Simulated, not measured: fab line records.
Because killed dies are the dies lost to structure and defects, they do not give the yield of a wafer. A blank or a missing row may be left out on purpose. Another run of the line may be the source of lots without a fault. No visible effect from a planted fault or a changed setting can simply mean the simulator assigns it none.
fab line records	flow gf180mcu
[record] lots = 24	wafers = 72	last-day = 36
route steps=602 shown V4@481 MIM@522 V5@542
lots that met no fault: from a run of the same line without faults
start-h: hours from the record's first day to the start of the lot's first wafer shown	wait-h: hours elapsed since this lot's preceding step	" same as the row above	L1.1+2: a single row standing in for several wafers	- value missing, or start not given	* or withheld: withheld	< > ~ a bound
route shown NAME@n: NAME is a module with steps in the file, n the number in the route of the first one	usual: mean and standard deviation over wafers with no fault	same: alike in all rows	chamber/n: place in a boat	sites: readings site by site	_std_site: standard deviation across them	_edge_site: the outer-site mean with the inner-site mean subtracted	radius-mm: for every site, how far away it sits from the centre of the wafer	mask NAME#n: copy n	behind: the tool/chamber that last shaped the wafer	hold: the reason the lot was held/the length of the hold in hours/how it ended	device: the n, p or np transistor that did not switch	end of line: at the end of the route, the tests of the same wafers	step lacking rows: just its recipe	killed: at the first sort, the dies lost to defects and structure; wafer yield is something else	map: per-die view of a wafer (x killed, . not killed, _ where there is no die)
set.NAME: the run value of the setting; set.NAME@STEP: its run value at that earlier step	model.NAME: the simulator's own value behind a step, which no gauge read
the route's steps for a sample of lots (tables are steps, rows are wafers)
services: from which hour (start-h, from the record's first day; less than 0 if before it) a tool's chamber was out of use, for how many hours, and why
[[steps]]
[step GF_V4_BOW_MEAS_05]
[recipe] mode = bow
[usual] V4_BOW = 141/8.5
lot.wafer	tool	chamber	start-h	wait-h	V4_BOW[um]
L074.2	film-metro-02	-	590.47	0.2	146
L074.5	"	-	"	"	143
L074.6	"	-	"	"	150
L075.3	film-metro-02	-	601.93	0.2	141
L075.5	"	-	"	"	140
L075.6	"	-	"	"	132
L076.1	film-metro-02	-	608.17	0.1	141
L076.4	"	-	"	"	141
L076.6	"	-	"	"	145
L077.1	film-metro-03	-	616.64	0.1	153
L077.3	"	-	"	"	140
L077.5	"	-	"	"	148
L078.1	film-metro-02	-	621.30	0.2	134
L078.5	"	-	"	"	139
L078.6	"	-	"	"	141
L079.1	film-metro-04	-	632.35	0.2	154
L079.2	"	-	"	"	141
L079.6	"	-	"	"	147
L080.2	film-metro-04	-	636.43	0.2	141
L080.3	"	-	"	"	148
L080.4	"	-	"	"	138
L081.1	film-metro-02	-	643.38	0.1	149
L081.4	"	-	"	"	144
L081.6	"	-	"	"	132
L082.2	film-metro-04	-	656.89	0.2	149
L082.4	"	-	"	"	153
L082.6	"	-	"	"	137
L083.1	film-metro-04	-	660.70	0.1	143
L083.2	"	-	"	"	136
L083.6	"	-	"	"	135
L084.2	film-metro-04	-	669.04	0.2	153
L084.4	"	-	"	"	142
L084.6	"	-	"	"	155
L085.1	film-metro-03	-	676.55	0.2	132
L085.3	"	-	"	"	138
L085.6	"	-	"	"	128
L086.1	film-metro-02	-	679.65	0.2	139
L086.5	"	-	"	"	137
L086.6	"	-	"	"	141
L087.2	film-metro-03	-	686.55	0.1	125
L087.3	"	-	"	"	144
L087.4	"	-	"	"	122
L088.2	film-metro-03	-	696.56	0.1	141
L088.3	"	-	"	"	154
L088.5	"	-	"	"	154
L089.2	film-metro-04	-	699.57	0.3	154
L089.4	"	-	"	"	142
L089.6	"	-	"	"	145
L090.3	film-metro-04	-	705.77	0.2	155
L090.5	"	-	"	"	159
L090.6	"	-	"	"	159
L091.1	film-metro-03	-	715.25	0.1	145
L091.3	"	-	"	"	145
L091.4	"	-	"	"	145
L092.4	film-metro-03	-	718.00	0.3	140
L092.5	"	-	"	"	125
L092.6	"	-	"	"	143
L093.1	film-metro-04	-	724.61	0.1	129
L093.5	"	-	"	"	152
L093.6	"	-	"	"	134
L094.1	film-metro-03	-	728.21	0.2	132
L094.3	"	-	"	"	140
L094.4	"	-	"	"	144
L095.1	film-metro-02	-	736.18	0.1	129
L095.3	"	-	"	"	138
L095.4	"	-	"	"	119
L096.1	film-metro-02	-	744.43	0.1	130
L096.4	"	-	"	"	130
L096.6	"	-	"	"	134
L097.3	film-metro-04	-	748.12	0.1	133
L097.4	"	-	"	"	141
L097.5	"	-	"	"	137
[step GF_V4_OVL_MEAS_15]
[usual] V4_OVL = 4/5.2
lot.wafer	tool	chamber	start-h	wait-h	V4_OVL[nm]
L074.2	overlay-01	-	612.79	0.1	2
L074.5	"	-	"	"	10
L074.6	"	-	"	"	11
L075.3	overlay-01	-	624.19	0.1	6
L075.5	"	-	"	"	17
L075.6	"	-	"	"	9
L076.1	overlay-02	-	630.48	0.1	9
L076.4	"	-	"	"	12
L076.6	"	-	"	"	0
L077.1	overlay-01	-	638.78	0.1	12
L077.3	"	-	"	"	9
L077.5	"	-	"	"	5
L078.1	overlay-01	-	643.23	0.1	5
L078.5	"	-	"	"	-2
L078.6	"	-	"	"	-4
L079.1	overlay-01	-	653.93	0.1	-1
L079.2	"	-	"	"	0
L079.6	"	-	"	"	5
L080.2	overlay-01	-	657.84	0.1	4
L080.3	"	-	"	"	-4
L080.4	"	-	"	"	4
L081.1	overlay-01	-	664.88	0.1	-3
L081.4	"	-	"	"	5
L081.6	"	-	"	"	-6
L082.2	overlay-01	-	677.29	0.1	5
L082.4	"	-	"	"	4
L082.6	"	-	"	"	18
L083.1	overlay-01	-	681.48	0.1	7
L083.2	"	-	"	"	4
L083.6	"	-	"	"	13
L084.2	overlay-01	-	689.93	0.1	12
L084.4	"	-	"	"	4
L084.6	"	-	"	"	-5
L085.1	overlay-01	-	697.73	0.1	-2
L085.3	"	-	"	"	-2
L085.6	"	-	"	"	-1
L086.1	overlay-01	-	700.18	0.1	5
L086.5	"	-	"	"	13
L086.6	"	-	"	"	3
L087.2	overlay-01	-	706.24	0.1	-6
L087.3	"	-	"	"	2
L087.4	"	-	"	"	-2
L088.2	overlay-02	-	716.73	0.1	-3
L088.3	"	-	"	"	6
L088.5	"	-	"	"	-3
L089.2	overlay-02	-	719.59	0.1	5
L089.4	"	-	"	"	2
L089.6	"	-	"	"	-1
L090.3	overlay-01	-	725.60	0.1	6
L090.5	"	-	"	"	3
L090.6	"	-	"	"	1
L091.1	overlay-01	-	734.33	0.1	2
L091.3	"	-	"	"	-3
L091.4	"	-	"	"	5
L092.4	overlay-01	-	737.35	0.1	4
L092.5	"	-	"	"	14
L092.6	"	-	"	"	3
L093.1	overlay-02	-	743.73	0.1	5
L093.5	"	-	"	"	5
L093.6	"	-	"	"	3
L094.1	overlay-01	-	747.28	0.1	9
L094.3	"	-	"	"	11
L094.4	"	-	"	"	16
L095.1	overlay-01	-	755.13	0.1	4
L095.3	"	-	"	"	0
L095.4	"	-	"	"	-1
L096.1	overlay-01	-	762.63	0.1	-1
L096.4	"	-	"	"	8
L096.6	"	-	"	"	2
L097.3	overlay-02	-	766.15	0.1	6
L097.4	"	-	"	"	8
L097.5	"	-	"	"	4
[step GF_MIM_METAL_ETCH_19]
[recipe] chemistry = Cl2/BCl3	mask-material = NOVOLAK	stop-on = Si3N4	target-depth-nm = 324.5	pressure-mtorr = 8	icp-w = 800	bias-w = 140	Cl2_flow_sccm = 80	bcl3-flow-sccm = 40	time-s = 54.1
[usual] drypump-motor-current-A = 5.4/0.31	oes-product-au = 0.939/0.0058	throttle-valve-pct = 28.285/0.0098
lot.wafer	tool	chamber	start-h	wait-h	drypump-motor-current-A	oes-product-au	rf-hours-counter-h	throttle-valve-pct
L074.2	rie-metal-04	0	636.17	0.1	6.2	0.941	11	28.291
L074.5	"	1	"	"	5.0	0.941	-	28.273
L074.6	"	0	"	"	6.2	0.939	-	28.268
L075.3	rie-metal-03	1	647.58	0.1	5.2	0.938	-	28.289
L075.5	"	0	"	"	5.5	0.942	-	28.294
L075.6	"	1	"	"	5.2	0.940	-	28.283
L076.1	rie-metal-03	0	653.47	0.1	5.5	0.933	5	28.274
L076.4	"	0	"	"	5.5	0.942	-	28.280
L076.6	"	1	"	"	5.3	0.931	-	28.289
L077.1	rie-metal-03	0	662.21	0.1	5.5	0.940	6	28.279
L077.3	"	0	"	"	5.5	0.946	-	28.280
L077.5	"	0	"	"	5.5	0.936	-	28.297
L078.1	rie-metal-02	1	665.26	0.1	5.4	0.942	6	28.278
L078.5	"	0	"	"	5.5	0.948	-	28.296
L078.6	"	1	"	"	5.4	0.933	-	28.291
L079.1	rie-metal-03	1	676.21	0.1	5.3	0.942	10	28.279
L079.2	"	0	"	"	5.5	0.931	6	28.274
L079.6	"	0	"	"	5.5	0.937	-	28.279
L080.2	rie-metal-03	1	679.89	0.1	5.2	0.939	10	28.287
L080.3	"	1	"	"	5.2	0.942	-	28.282
L080.4	"	0	"	"	5.5	0.937	-	28.281
L081.1	rie-metal-03	1	687.26	0.1	5.2	0.938	11	28.297
L081.4	"	0	"	"	5.5	0.939	-	28.285
L081.6	"	0	"	"	5.5	0.942	-	28.297
L082.2	rie-metal-03	0	698.79	0.1	5.5	0.932	7	28.287
L082.4	"	1	"	"	5.2	0.939	-	28.276
L082.6	"	0	"	"	5.5	0.938	-	28.283
L083.1	rie-metal-02	0	703.99	0.1	5.5	0.930	2	28.304
L083.2	"	1	"	"	5.4	0.936	7	28.296
L083.6	"	1	"	"	5.4	0.931	-	28.287
L084.2	rie-metal-03	1	711.66	0.1	5.2	0.940	11	28.281
L084.4	"	0	"	"	5.5	0.932	-	28.288
L084.6	"	1	"	"	5.2	0.946	-	28.281
L085.1	rie-metal-04	1	719.34	0.1	5.0	0.937	1	28.269
L085.3	"	1	"	"	5.0	0.940	-	28.282
L085.6	"	1	"	"	5.0	0.942	-	28.278
L086.1	rie-metal-02	1	722.01	0.1	5.4	0.939	8	28.300
L086.5	"	1	"	"	5.3	0.940	-	28.304
L086.6	"	0	"	"	5.6	0.937	-	28.270
L087.2	rie-metal-04	0	727.86	0.1	6.2	0.935	16	28.294
L087.3	"	1	"	"	5.0	0.938	-	28.278
L087.4	"	0	"	"	6.2	0.938	-	28.271
L088.2	rie-metal-03	1	737.39	0.1	5.2	0.930	13	28.296
L088.3	"	0	"	"	5.5	0.938	-	28.294
L088.5	"	0	"	"	5.5	0.927	-	28.301
L089.2	rie-metal-04	1	740.54	0.1	5.0	0.935	1	28.277
L089.4	"	1	"	"	5.0	0.942	-	28.282
L089.6	"	1	"	"	5.0	0.944	-	28.291
L090.3	rie-metal-03	1	746.24	0.1	5.2	0.942	-	28.266
L090.5	"	1	"	"	5.2	0.926	-	28.287
L090.6	"	0	"	"	5.5	0.933	-	28.284
L091.1	rie-metal-03	1	754.34	0.1	5.2	0.937	13	28.286
L091.3	"	0	"	"	5.5	0.945	-	28.282
L091.4	"	1	"	"	5.3	0.943	-	28.295
L092.4	rie-metal-03	0	757.26	0.1	5.5	0.946	-	28.285
L092.5	"	0	"	"	5.5	0.946	-	28.276
L092.6	"	1	"	"	5.2	0.945	-	28.265
L093.1	rie-metal-04	0	763.93	0.1	6.2	0.928	18	28.286
L093.5	"	1	"	"	5.0	0.944	-	28.276
L093.6	"	0	"	"	6.2	0.940	-	28.288
L094.1	rie-metal-02	1	767.73	0.1	5.4	0.949	10	28.270
L094.3	"	1	"	"	5.4	0.934	-	28.293
L094.4	"	0	"	"	5.5	0.952	-	28.284
L095.1	rie-metal-02	1	774.46	0.1	5.4	0.944	11	28.279
L095.3	"	1	"	"	5.4	0.942	-	28.266
L095.4	"	0	"	"	5.6	0.932	-	28.276
L096.1	rie-metal-03	0	781.83	0.1	5.5	0.940	10	28.293
L096.4	"	0	"	"	5.5	0.948	-	28.283
L096.6	"	0	"	"	5.5	0.936	-	28.267
L097.3	rie-metal-03	1	785.22	0.1	5.2	0.945	-	28.283
L097.4	"	0	"	"	5.5	0.926	-	28.277
L097.5	"	0	"	"	5.5	0.940	-	28.271
[step GF_V5_CVD_02]
[recipe] material = SiO2	target-thk-nm = 1450	precursor = TEOS	temp-c = 400	time-s = 163.28	rf-w = 600
[usual] heater-power-w = 635/75
lot.wafer	tool	chamber	start-h	wait-h	heater-power-w
L074.2	pecvd-04	1	658.71	0.0	651
L074.5	"	2	"	"	777
L074.6	"	1	"	"	726
L075.3	pecvd-02	2	670.43	0.0	666
L075.5	"	0	"	"	709
L075.6	"	2	"	"	539
L076.1	pecvd-04	0	675.65	0.1	715
L076.4	"	1	"	"	605
L076.6	"	2	"	"	772
L077.1	pecvd-01	1	683.97	0.1	593
L077.3	"	1	"	"	481
L077.5	"	0	"	"	624
L078.1	pecvd-02	0	687.86	0.1	664
L078.5	"	0	"	"	725
L078.6	"	2	"	"	538
L079.1	pecvd-02	2	698.43	0.1	645
L079.2	"	0	"	"	726
L079.6	"	1	"	"	655
L080.2	pecvd-04	2	702.31	0.0	780
L080.3	"	1	"	"	737
L080.4	"	0	"	"	552
L081.1	pecvd-02	1	708.64	0.1	654
L081.4	"	1	"	"	519
L081.6	"	0	"	"	589
L082.2	pecvd-02	1	719.99	0.0	627
L082.4	"	2	"	"	544
L082.6	"	0	"	"	703
L083.1	pecvd-02	0	724.83	0.1	587
L083.2	"	1	"	"	594
L083.6	"	0	"	"	674
L084.2	pecvd-02	0	732.45	0.0	702
L084.4	"	0	"	"	573
L084.6	"	1	"	"	653
L085.1	pecvd-01	1	739.66	0.1	604
L085.3	"	2	"	"	734
L085.6	"	2	"	"	592
L086.1	pecvd-04	0	742.58	0.1	634
L086.5	"	2	"	"	797
L086.6	"	1	"	"	738
L087.2	pecvd-02	0	748.18	0.0	675
L087.3	"	2	"	"	590
L087.4	"	1	"	"	526
L088.2	pecvd-01	1	757.35	0.0	599
L088.3	"	2	"	"	652
L088.5	"	0	"	"	619
L089.2	pecvd-01	2	760.49	0.0	607
L089.4	"	2	"	"	686
L089.6	"	1	"	"	567
L090.3	pecvd-01	0	766.14	0.0	671
L090.5	"	0	"	"	521
L090.6	"	2	"	"	588
L091.1	pecvd-02	0	773.56	0.1	742
L091.3	"	2	"	"	620
L091.4	"	1	"	"	665
L092.4	pecvd-04	1	776.14	0.1	597
L092.5	"	0	"	"	552
L092.6	"	2	"	"	639
L093.1	pecvd-02	2	782.72	0.1	680
L093.5	"	1	"	"	629
L093.6	"	2	"	"	550
L094.1	pecvd-01	0	786.44	0.1	660
L094.3	"	2	"	"	746
L094.4	"	1	"	"	477
L095.1	pecvd-01	1	793.83	0.1	548
L095.3	"	2	"	"	688
L095.4	"	0	"	"	642
L096.1	pecvd-04	0	800.36	0.1	641
L096.4	"	1	"	"	597
L096.6	"	0	"	"	705
L097.3	pecvd-04	2	802.80	0.0	670
L097.4	"	1	"	"	593
L097.5	"	0	"	"	556
[step GF_V5_THK_MEAS_03]
[recipe] reads = SiO2_of_V5_CVD_02
[usual] V5_CVD_02_THK = 1442/17
lot.wafer	tool	chamber	start-h	wait-h	V5_CVD_02_THK[nm]
L074.2	film-metro-01	-	658.83	0.1	1434
L074.5	"	-	"	"	1461
L074.6	"	-	"	"	1453
L075.3	film-metro-02	-	670.56	0.1	1422
L075.5	"	-	"	"	1467
L075.6	"	-	"	"	1444
L076.1	film-metro-01	-	675.76	0.1	1421
L076.4	"	-	"	"	1456
L076.6	"	-	"	"	1444
L077.1	film-metro-03	-	684.13	0.1	1418
L077.3	"	-	"	"	1406
L077.5	"	-	"	"	1439
L078.1	film-metro-01	-	687.97	0.1	1443
L078.5	"	-	"	"	1481
L078.6	"	-	"	"	1454
L079.1	film-metro-03	-	698.54	0.1	1418
L079.2	"	-	"	"	1420
L079.6	"	-	"	"	1447
L080.2	film-metro-02	-	702.43	0.1	1457
L080.3	"	-	"	"	1443
L080.4	"	-	"	"	1459
L081.1	film-metro-02	-	708.75	0.1	1431
L081.4	"	-	"	"	1448
L081.6	"	-	"	"	1440
L082.2	film-metro-02	-	720.11	0.1	1445
L082.4	"	-	"	"	1474
L082.6	"	-	"	"	1480
L083.1	film-metro-01	-	724.94	0.1	1446
L083.2	"	-	"	"	1441
L083.6	"	-	"	"	1474
L084.2	film-metro-03	-	732.57	0.1	1429
L084.4	"	-	"	"	1449
L084.6	"	-	"	"	1451
L085.1	film-metro-01	-	739.77	0.1	1414
L085.3	"	-	"	"	1435
L085.6	"	-	"	"	1457
L086.1	film-metro-01	-	742.68	0.1	1421
L086.5	"	-	"	"	1453
L086.6	"	-	"	"	1444
L087.2	film-metro-01	-	748.29	0.1	1428
L087.3	"	-	"	"	1427
L087.4	"	-	"	"	1429
L088.2	film-metro-03	-	757.47	0.1	1429
L088.3	"	-	"	"	1443
L088.5	"	-	"	"	1451
L089.2	film-metro-01	-	760.61	0.1	1449
L089.4	"	-	"	"	1457
L089.6	"	-	"	"	1456
L090.3	film-metro-02	-	766.27	0.1	1431
L090.5	"	-	"	"	1444
L090.6	"	-	"	"	1426
L091.1	film-metro-01	-	773.67	0.1	1446
L091.3	"	-	"	"	1452
L091.4	"	-	"	"	1472
L092.4	film-metro-03	-	776.23	0.0	1465
L092.5	"	-	"	"	1470
L092.6	"	-	"	"	1464
L093.1	film-metro-03	-	782.83	0.1	1452
L093.5	"	-	"	"	1476
L093.6	"	-	"	"	1474
L094.1	film-metro-03	-	786.55	0.1	1427
L094.3	"	-	"	"	1427
L094.4	"	-	"	"	1450
L095.1	film-metro-01	-	793.94	0.1	1407
L095.3	"	-	"	"	1431
L095.4	"	-	"	"	1446
L096.1	film-metro-01	-	800.47	0.1	1426
L096.4	"	-	"	"	1447
L096.6	"	-	"	"	1450
L097.3	film-metro-02	-	802.93	0.1	1441
L097.4	"	-	"	"	1450
L097.5	"	-	"	"	1451
[step GF_V5_CD_MEAS_14]
[recipe] target-cd-nm = 260
[usual] cd-nm = 260.0/1.2
lot.wafer	tool	chamber	start-h	wait-h	cd-nm
L074.2	cd-sem-01	-	680.23	0.1	260.1
L074.5	"	-	"	"	259.3
L074.6	"	-	"	"	258.8
L075.3	cd-sem-01	-	691.94	0.2	260.3
L075.5	"	-	"	"	260.9
L075.6	"	-	"	"	259.1
L076.1	cd-sem-02	-	696.96	0.1	261.0
L076.4	"	-	"	"	261.0
L076.6	"	-	"	"	260.0
L077.1	cd-sem-01	-	704.56	0.1	258.9
L077.3	"	-	"	"	258.4
L077.5	"	-	"	"	260.8
L078.1	cd-sem-01	-	707.69	0.1	260.3
L078.5	"	-	"	"	260.5
L078.6	"	-	"	"	260.8
L079.1	cd-sem-02	-	717.86	0.1	259.7
L079.2	"	-	"	"	259.6
L079.6	"	-	"	"	260.6
L080.2	cd-sem-01	-	722.68	0.1	261.9
L080.3	"	-	"	"	261.4
L080.4	"	-	"	"	261.3
L081.1	cd-sem-02	-	728.74	0.1	259.6
L081.4	"	-	"	"	260.5
L081.6	"	-	"	"	258.3
L082.2	cd-sem-01	-	739.88	0.1	260.4
L082.4	"	-	"	"	259.5
L082.6	"	-	"	"	259.3
L083.1	cd-sem-02	-	743.96	0.1	259.5
L083.2	"	-	"	"	259.2
L083.6	"	-	"	"	260.1
L084.2	cd-sem-02	-	751.56	0.1	260.6
L084.4	"	-	"	"	259.9
L084.6	"	-	"	"	261.2
L085.1	cd-sem-02	-	758.61	0.1	261.8
L085.3	"	-	"	"	262.8
L085.6	"	-	"	"	261.3
L086.1	cd-sem-01	-	760.88	0.1	261.5
L086.5	"	-	"	"	261.4
L086.6	"	-	"	"	260.5
L087.2	cd-sem-01	-	767.13	0.1	261.7
L087.3	"	-	"	"	261.3
L087.4	"	-	"	"	261.0
L088.2	cd-sem-02	-	776.25	0.1	261.7
L088.3	"	-	"	"	261.2
L088.5	"	-	"	"	262.6
L089.2	cd-sem-01	-	778.98	0.1	258.9
L089.4	"	-	"	"	258.5
L089.6	"	-	"	"	258.9
L090.3	cd-sem-02	-	784.17	0.1	258.9
L090.5	"	-	"	"	258.8
L090.6	"	-	"	"	260.8
L091.1	cd-sem-01	-	791.68	0.1	260.5
L091.3	"	-	"	"	261.4
L091.4	"	-	"	"	260.8
L092.4	cd-sem-02	-	792.91	0.2	260.5
L092.5	"	-	"	"	259.0
L092.6	"	-	"	"	260.7
L093.1	cd-sem-01	-	800.66	0.1	259.3
L093.5	"	-	"	"	259.3
L093.6	"	-	"	"	260.0
L094.1	cd-sem-01	-	803.31	0.1	260.2
L094.3	"	-	"	"	259.1
L094.4	"	-	"	"	258.7
L095.1	cd-sem-01	-	810.76	0.1	259.5
L095.3	"	-	"	"	260.1
L095.4	"	-	"	"	260.0
L096.1	cd-sem-02	-	816.73	0.1	259.0
L096.4	"	-	"	"	258.4
L096.6	"	-	"	"	258.1
L097.3	cd-sem-02	-	820.07	0.1	258.1
L097.4	"	-	"	"	258.2
L097.5	"	-	"	"	258.8
[[services]]
tool	chamber	start-h	hours	kind
rie-metal-02	0	629.52	-	clean
rie-metal-02	0	629.52	16.8	scheduled-down
rie-metal-02	0	629.52	16.8	vent-cycle
pecvd-01	2	679.91	19.3	repair
rie-metal-04	1	682.72	-	clean
rie-metal-04	1	682.72	22.1	scheduled-down
rie-metal-04	1	682.72	22.1	vent-cycle
pecvd-04	1	722.94	5.3	repair
rie-metal-04	-	726.25	0.1	repair
rie-metal-04	1	731.98	1.9	repair
rie-metal-04	0	764.17	-	clean
rie-metal-04	0	764.17	34.8	scheduled-down
rie-metal-04	0	764.17	34.8	vent-cycle
pecvd-01	-	769.68	1.9	repair
pecvd-01	-	771.87	4.3	pm
pecvd-01	0	779.41	4.3	repair
rie-metal-03	-	797.39	0.9	repair
[[key]]
fault none
